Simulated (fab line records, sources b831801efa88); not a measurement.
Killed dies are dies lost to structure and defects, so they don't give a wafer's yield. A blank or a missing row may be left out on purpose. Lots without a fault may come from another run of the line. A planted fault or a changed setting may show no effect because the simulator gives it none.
Chamber matching | flow gf180mcu | GF_V1_CMP_26 on cmp-02: 4 sister chambers
The step polishes, stops on SiO2, t overpolish 15 s, target thk 0 nm. 4 wafers are shown with their chamber, then 9 later ones without.

WAFERS WITH THEIR CHAMBER
wafer  | chamber | motor_current_A (A)
L914.3 | 3       | 12.2
L915.2 | 2       | 11.9
L915.3 | 1       | 10.0
L915.6 | 0       | 10.7

WAFERS WITHOUT THEIR CHAMBER
wafer  | motor_current_A (A)
L916.2 | 11.0
L916.3 | 10.5
L916.6 | 10.4
L917.1 | 11.2
L917.4 | 10.0
L917.5 | 13.0
L922.1 | 9.9
L922.2 | 12.8
L922.3 | 10.9

WHICH CHAMBER EACH WENT THROUGH
wafer  | from the rows above               | in truth
L916.2 | can't be placed: 0 or 2 or 1      | 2
L916.3 | can't be placed: 0 or 1           | 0
L916.6 | can't be placed: 0 or 1           | 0
L917.1 | can't be placed: 0 or 2 or 3 or 1 | 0
L917.4 | can't be placed: 1 or 0           | 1
L917.5 | can't be placed: 3 or 2           | 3
L922.1 | can't be placed: 1 or 0           | 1
L922.2 | can't be placed: 3 or 2           | 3
L922.3 | can't be placed: 0 or 1 or 2      | 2
Placed correctly: 0 of 9. Can't be placed from these rows: 9 (the true chamber is among the candidates in 9). Placed wrongly: 0.
How it was worked out, from the rows above alone: a wafer's distance from a chamber is the root of the sum, over the readings, of the square of ((its reading less the chamber's mean) divided by the reading's scatter). The wafer belongs to the nearest chamber; if the next one is less than 2 further off, it can't be placed. A chamber's mean is the mean of its shown wafers. The scatter: with one shown wafer a chamber, the root of the mean of the squares of how far each hidden wafer lies from its nearest shown one.
